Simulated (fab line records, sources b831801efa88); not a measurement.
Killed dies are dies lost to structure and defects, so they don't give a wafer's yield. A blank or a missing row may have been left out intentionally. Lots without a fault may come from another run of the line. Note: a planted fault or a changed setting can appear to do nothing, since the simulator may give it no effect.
Which tool was responsible? :: flow sky130 :: Sampling: 12 lots, 36 wafers, 5 of 708 route steps

== WHAT THE GAUGES SHOWED, per wafer ==
The record lacks any reading of a measuring or inspecting step that a usual standard deviation could be used to judge.

== EACH LOT AND THE TOOL THAT RAN IT (in order: tool; ch and the chambers of the sampled wafers; start) ==
lot: L739
SKY_VIA3_HDPCVD_00: hdpcvd-01 ch 0,1,2, day 39 01:52
SKY_VIA4_SPUTTER_17: pvd_sputter-04, day 43 05:41
SKY_METAL5_SPUTTER_03: pvd_sputter-01, day 43 06:28
SKY_METAL5_STRIP_16: plasma_asher-04 ch 0,1, day 44 05:17
SKY_PAD_OPEN_PROBE_99: -

lot: L741
SKY_VIA3_HDPCVD_00: hdpcvd-01 ch 1,2, day 39 22:43
SKY_VIA4_SPUTTER_17: pvd_sputter-03, day 44 01:26
SKY_METAL5_SPUTTER_03: pvd_sputter-02, day 44 02:17
SKY_METAL5_STRIP_16: plasma_asher-02 ch 0,1, day 45 00:40
SKY_PAD_OPEN_PROBE_99: -

lot: L743
SKY_VIA3_HDPCVD_00: hdpcvd-01 ch 1,2, day 40 16:32
SKY_VIA4_SPUTTER_17: pvd_sputter-01, day 44 17:14
SKY_METAL5_SPUTTER_03: pvd_sputter-02, day 44 18:02
SKY_METAL5_STRIP_16: plasma_asher-01 ch 0,1, day 45 15:55
SKY_PAD_OPEN_PROBE_99: -

lot: L742
SKY_VIA3_HDPCVD_00: hdpcvd-01 ch 0,1,2, day 40 18:55
SKY_VIA4_SPUTTER_17: pvd_sputter-03, day 44 20:56
SKY_METAL5_SPUTTER_03: pvd_sputter-03, day 44 21:56
SKY_METAL5_STRIP_16: plasma_asher-01 ch 0,1, day 45 19:30
SKY_PAD_OPEN_PROBE_99: -

lot: L744
SKY_VIA3_HDPCVD_00: hdpcvd-01 ch 0,1, day 40 22:10
SKY_VIA4_SPUTTER_17: pvd_sputter-03, day 44 23:50
SKY_METAL5_SPUTTER_03: pvd_sputter-01, day 45 00:38
SKY_METAL5_STRIP_16: plasma_asher-02 ch 0,1, day 45 22:46
SKY_PAD_OPEN_PROBE_99: -

lot: L745
SKY_VIA3_HDPCVD_00: hdpcvd-01 ch 0,1,2, day 40 23:34
SKY_VIA4_SPUTTER_17: pvd_sputter-04, day 45 00:52
SKY_METAL5_SPUTTER_03: pvd_sputter-01, day 45 01:40
SKY_METAL5_STRIP_16: plasma_asher-02 ch 1, day 45 23:28
SKY_PAD_OPEN_PROBE_99: -

lot: L748
SKY_VIA3_HDPCVD_00: hdpcvd-01 ch 0,1,2, day 41 22:10
SKY_VIA4_SPUTTER_17: pvd_sputter-03, day 45 21:47
SKY_METAL5_SPUTTER_03: pvd_sputter-03, day 45 22:34
SKY_METAL5_STRIP_16: plasma_asher-04 ch 0,1, day 46 18:57
SKY_PAD_OPEN_PROBE_99: -

lot: L749
SKY_VIA3_HDPCVD_00: hdpcvd-01 ch 0,1,2, day 42 02:35
SKY_VIA4_SPUTTER_17: pvd_sputter-04, day 46 01:03
SKY_METAL5_SPUTTER_03: pvd_sputter-02, day 46 01:50
SKY_METAL5_STRIP_16: plasma_asher-04 ch 0,1, day 46 22:34
SKY_PAD_OPEN_PROBE_99: -

lot: L751
SKY_VIA3_HDPCVD_00: hdpcvd-01 ch 1,2, day 42 10:26
SKY_VIA4_SPUTTER_17: pvd_sputter-01, day 46 08:40
SKY_METAL5_SPUTTER_03: pvd_sputter-02, day 46 09:28
SKY_METAL5_STRIP_16: plasma_asher-04 ch 0,1, day 47 05:43
SKY_PAD_OPEN_PROBE_99: prober-02, day 48 23:44

lot: L752
SKY_VIA3_HDPCVD_00: hdpcvd-01 ch 0,1,2, day 42 20:34
SKY_VIA4_SPUTTER_17: pvd_sputter-03, day 46 16:11
SKY_METAL5_SPUTTER_03: pvd_sputter-03, day 46 17:04
SKY_METAL5_STRIP_16: plasma_asher-02 ch 0,1, day 47 13:43
SKY_PAD_OPEN_PROBE_99: prober-01, day 49 05:49

lot: L756
SKY_VIA3_HDPCVD_00: hdpcvd-02 ch 1,2, day 43 22:04
SKY_VIA4_SPUTTER_17: pvd_sputter-04, day 47 16:02
SKY_METAL5_SPUTTER_03: pvd_sputter-02, day 47 16:50
SKY_METAL5_STRIP_16: plasma_asher-01 ch 0,1, day 48 11:55
SKY_PAD_OPEN_PROBE_99: prober-01, day 50 02:38

lot: L760
SKY_VIA3_HDPCVD_00: hdpcvd-02 ch 0,2, day 45 00:55
SKY_VIA4_SPUTTER_17: pvd_sputter-01, day 48 16:13
SKY_METAL5_SPUTTER_03: pvd_sputter-03, day 48 17:00
SKY_METAL5_STRIP_16: plasma_asher-04 ch 0,1, day 49 11:04
SKY_PAD_OPEN_PROBE_99: -
- SKY_VIA3_HDPCVD_00: deposits SiO2, target thk 1635 nm, time 272.5 s.
- SKY_VIA4_SPUTTER_17: material TiN, target thk 20 nm, time 80 s.
- SKY_METAL5_SPUTTER_03: material Ti, target thk 5 nm, time 3.3 s.
- SKY_METAL5_STRIP_16: strips in O2/N2.
- SKY_PAD_OPEN_PROBE_99

== AS READ BY THE TOOLS THEMSELVES (means over the sampled wafers that have a number; for cases with no such wafer, the mark the record gives instead) ==
SKY_VIA3_HDPCVD_00. Usual: susceptor_temp_C 399.99 C, standard deviation 0.21.
lot: L739
tool: hdpcvd-01
susceptor_temp_C (C): 399.85
flag: 

lot: L741
tool: hdpcvd-01
susceptor_temp_C (C): 400.16
flag: 

lot: L743
tool: hdpcvd-01
susceptor_temp_C (C): 399.73
flag: 

lot: L742
tool: hdpcvd-01
susceptor_temp_C (C): 400.07
flag: 

lot: L744
tool: hdpcvd-01
susceptor_temp_C (C): 400.02
flag: 

lot: L745
tool: hdpcvd-01
susceptor_temp_C (C): 400.14
flag: 

lot: L748
tool: hdpcvd-01
susceptor_temp_C (C): 399.87
flag: 

lot: L749
tool: hdpcvd-01
susceptor_temp_C (C): 399.76
flag: 

lot: L751
tool: hdpcvd-01
susceptor_temp_C (C): 400.15
flag: 

lot: L752
tool: hdpcvd-01
susceptor_temp_C (C): 400.00
flag: 

lot: L756
tool: hdpcvd-02
susceptor_temp_C (C): 400.13
flag: 

lot: L760
tool: hdpcvd-02
susceptor_temp_C (C): 399.95
flag: 

SKY_VIA4_SPUTTER_17. Usual: throttle_valve_pct 30.2 %, standard deviation 0.97.
lot: L739
tool: pvd_sputter-04
throttle_valve_pct (%): 29.9
flag: 

lot: L741
tool: pvd_sputter-03
throttle_valve_pct (%): 29.5
flag: 

lot: L743
tool: pvd_sputter-01
throttle_valve_pct (%): 30.7
flag: 

lot: L742
tool: pvd_sputter-03
throttle_valve_pct (%): 29.7
flag: 

lot: L744
tool: pvd_sputter-03
throttle_valve_pct (%): 29.3
flag: 

lot: L745
tool: pvd_sputter-04
throttle_valve_pct (%): 30.1
flag: 

lot: L748
tool: pvd_sputter-03
throttle_valve_pct (%): 29.5
flag: 

lot: L749
tool: pvd_sputter-04
throttle_valve_pct (%): 30.4
flag: 

lot: L751
tool: pvd_sputter-01
throttle_valve_pct (%): 30.2
flag: 

lot: L752
tool: pvd_sputter-03
throttle_valve_pct (%): 29.2
flag: 

lot: L756
tool: pvd_sputter-04
throttle_valve_pct (%): 30.7
flag: 

lot: L760
tool: pvd_sputter-01
throttle_valve_pct (%): 30.5
flag: 

SKY_METAL5_SPUTTER_03. Usual: throttle_valve_pct 30.2 %, standard deviation 0.81.
lot: L739
tool: pvd_sputter-01
throttle_valve_pct (%): 30.9
flag: 

lot: L741
tool: pvd_sputter-02
throttle_valve_pct (%): 29.9
flag: 

lot: L743
tool: pvd_sputter-02
throttle_valve_pct (%): 30.1
flag: 

lot: L742
tool: pvd_sputter-03
throttle_valve_pct (%): 29.8
flag: 

lot: L744
tool: pvd_sputter-01
throttle_valve_pct (%): 31.8
flag: 

lot: L745
tool: pvd_sputter-01
throttle_valve_pct (%): 31.4
flag: 

lot: L748
tool: pvd_sputter-03
throttle_valve_pct (%): 29.7
flag: 

lot: L749
tool: pvd_sputter-02
throttle_valve_pct (%): 30.3
flag: 

lot: L751
tool: pvd_sputter-02
throttle_valve_pct (%): 30.0
flag: 

lot: L752
tool: pvd_sputter-03
throttle_valve_pct (%): 29.7
flag: 

lot: L756
tool: pvd_sputter-02
throttle_valve_pct (%): 30.0
flag: 

lot: L760
tool: pvd_sputter-03
throttle_valve_pct (%): 29.9
flag: 

SKY_METAL5_STRIP_16. Usual: drypump_motor_current_A 5.8 A, standard deviation 0.42; oes_product_au 0.711 a.u., standard deviation 0.0042; strip_time_to_endpoint_s 13.07 s, standard deviation 0.13.
lot: L739
tool: plasma_asher-04
drypump_motor_current_A (A): 5.6
oes_product_au (a.u.): 0.713
strip_time_to_endpoint_s (s): 12.97
flag: 

lot: L741
tool: plasma_asher-02
drypump_motor_current_A (A): 5.9
oes_product_au (a.u.): 0.711
strip_time_to_endpoint_s (s): 13.06
flag: 

lot: L743
tool: plasma_asher-01
drypump_motor_current_A (A): 5.3
oes_product_au (a.u.): 0.708
strip_time_to_endpoint_s (s): 13.18
flag: 

lot: L742
tool: plasma_asher-01
drypump_motor_current_A (A): 5.3
oes_product_au (a.u.): 0.714
strip_time_to_endpoint_s (s): 13.04
flag: 

lot: L744
tool: plasma_asher-02
drypump_motor_current_A (A): 5.9
oes_product_au (a.u.): 0.711
strip_time_to_endpoint_s (s): 13.10
flag: 

lot: L745
tool: plasma_asher-02
drypump_motor_current_A (A): 5.9
oes_product_au (a.u.): 0.710
strip_time_to_endpoint_s (s): 12.97
flag: 

lot: L748
tool: plasma_asher-04
drypump_motor_current_A (A): 6.0
oes_product_au (a.u.): 0.717
strip_time_to_endpoint_s (s): 12.91
flag: 

lot: L749
tool: plasma_asher-04
drypump_motor_current_A (A): 6.0
oes_product_au (a.u.): 0.711
strip_time_to_endpoint_s (s): 13.16
flag: 

lot: L751
tool: plasma_asher-04
drypump_motor_current_A (A): 6.0
oes_product_au (a.u.): 0.708
strip_time_to_endpoint_s (s): 13.14
flag: 

lot: L752
tool: plasma_asher-02
drypump_motor_current_A (A): 5.9
oes_product_au (a.u.): 0.711
strip_time_to_endpoint_s (s): 13.02
flag: 

lot: L756
tool: plasma_asher-01
drypump_motor_current_A (A): 5.4
oes_product_au (a.u.): 0.711
strip_time_to_endpoint_s (s): 12.91
flag: 

lot: L760
tool: plasma_asher-04
drypump_motor_current_A (A): 6.0
oes_product_au (a.u.): 0.708
strip_time_to_endpoint_s (s): 13.24
flag: 

SKY_PAD_OPEN_PROBE_99. Usual: defect_limited_yield 82.4 %, standard deviation 1.8; killed_at_M0_to_M3 43, standard deviation 6.8; killed_at_M4_up 3.1, standard deviation 1.6; killed_at_contacts 24, standard deviation 5.4; killed_at_front_end 16, standard deviation 4.4; killed_at_other 0.2, standard deviation 0.48; killed_dies 87, standard deviation 8.8; killed_open 48, standard deviation 6.4; killed_short 39, standard deviation 6.2; sort_bin_3_pad_short 0.9 %, standard deviation 0.43; sort_bin_5_function 10.5 %, standard deviation 1.4; sort_bin_6_memory 6.2 %, standard deviation 1.1; sort_n_pass 405, standard deviation 8.8; sort_yield_pct 82.4 %, standard deviation 1.8.
lot: L751
tool: prober-02
defect_limited_yield (%): 79.9
killed_at_M0_to_M3: 68
killed_at_M4_up: 4.0
killed_at_contacts: 17
killed_at_front_end: 9
killed_at_other: 0.3
killed_dies: 99
killed_open: 37
killed_short: 34
sort_bin_3_pad_short (%): 2.5
sort_bin_5_function (%): 11.1
sort_bin_6_memory (%): 6.5
sort_n_pass: 393
sort_yield_pct (%): 79.9
flag: OFF

lot: L752
tool: prober-01
defect_limited_yield (%): 76.5
killed_at_M0_to_M3: 70
killed_at_M4_up: 4.0
killed_at_contacts: 27
killed_at_front_end: 14
killed_at_other: 0.0
killed_dies: 115
killed_open: 49
killed_short: 39
sort_bin_3_pad_short (%): 2.2
sort_bin_5_function (%): 15.6
sort_bin_6_memory (%): 5.6
sort_n_pass: 377
sort_yield_pct (%): 76.5
flag: OFF

lot: L756
tool: prober-01
defect_limited_yield (%): 81.9
killed_at_M0_to_M3: 42
killed_at_M4_up: 3.0
killed_at_contacts: 25
killed_at_front_end: 18
killed_at_other: 0.7
killed_dies: 89
killed_open: 49
killed_short: 40
sort_bin_3_pad_short (%): 0.5
sort_bin_5_function (%): 10.8
sort_bin_6_memory (%): 6.8
sort_n_pass: 403
sort_yield_pct (%): 81.9
flag: 

== THE ANSWER, worked out from the rows above alone ==
Rule: lot off if the mean of its wafers having a number is beyond 3 standard deviations from the usual mean. A lot without any number at a reading at which 4 lots or more have one is off too. Where the step has rows for the other lots, those lots are counted as sound. First the gauges in route order, then the tools' own readings, where a lot's mean is used as printed above. At the first step where some lot is off, the reading lying furthest off is the one used; lots without a number count as furthest.
Off, at SKY_PAD_OPEN_PROBE_99 on killed_at_M0_to_M3: L751, L752. Neither off nor sound, because the step has no rows for them: L739, L741, L743, L742, L744, L745, L748, L749, L760.
A tool fits if, at that step or a process step before it, it ran every lot that is off, and no sound lot after the first of them. One fits: hdpcvd-01 at SKY_VIA3_HDPCVD_00. It ran no sound lot before its first lot that is off in this sample, so the start can't be narrowed down.

== WHAT THE SIMULATOR PUT IN ==
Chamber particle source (hdpcvd-01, SKY_VIA3_HDPCVD_00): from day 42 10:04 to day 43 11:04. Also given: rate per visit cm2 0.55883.
Struck lots among those shown: L751, L752. The rule above found the same.
